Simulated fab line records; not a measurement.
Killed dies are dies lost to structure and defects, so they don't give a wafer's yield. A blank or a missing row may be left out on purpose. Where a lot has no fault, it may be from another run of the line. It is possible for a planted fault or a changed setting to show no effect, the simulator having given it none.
Chamber matching	flow sky130	SKY_VIA1_CMP_02 on cmp-01: 4 sister chambers
The step polishes SiO2. 8 wafers are shown with their chamber, then 12 later ones without.

## WAFERS WITH THEIR CHAMBER
wafer	chamber	motor-current-A (A)
L084.5	2	11.7
L085.4	1	12.1
L087.3	3	12.2
L087.4	1	12.3
L087.6	3	12.7
L089.2	0	11.3
L089.4	2	12.3
L089.5	0	10.8

## WAFERS MISSING THEIR CHAMBER
wafer	motor-current-A (A)
L091.1	12.5
L091.2	11.9
L091.5	12.3
L094.1	12.2
L094.5	11.5
L094.6	11.5
L096.2	13.1
L096.3	11.9
L096.5	12.8
L097.1	12.1
L097.3	12.3
L097.6	12.1

## EACH ONE'S CHAMBER
wafer	from the rows above	in truth
L091.1	can't be placed: 3 or 1 or 2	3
L091.2	can't be placed: 2 or 1 or 3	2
L091.5	can't be placed: 1 or 3 or 2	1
L094.1	can't be placed: 1 or 2 or 3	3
L094.5	can't be placed: 0 or 2 or 1 or 3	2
L094.6	can't be placed: 0 or 2 or 1 or 3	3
L096.2	can't be placed: 3 or 1 or 2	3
L096.3	can't be placed: 2 or 1 or 3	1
L096.5	can't be placed: 3 or 1 or 2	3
L097.1	can't be placed: 1 or 2 or 3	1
L097.3	can't be placed: 1 or 3 or 2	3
L097.6	can't be placed: 1 or 2 or 3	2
0 of 12 placed correctly. Unplaceable from these rows: 12, with the true chamber sitting among the candidates in 12. Wrongly placed: 0.
How it was worked out, from the rows above alone: a wafer's distance from a chamber is the root of the sum, over the readings, of the square of ((its reading less the chamber's mean) divided by the reading's scatter). The wafer belongs to the nearest chamber; if the next one is less than 2 further off, it can't be placed. A chamber's mean is the mean of its shown wafers. How the scatter is found: for the shown wafers, subtract from each reading the mean of its chamber, square and add these, divide the total by (wafers less chambers), then take the root.
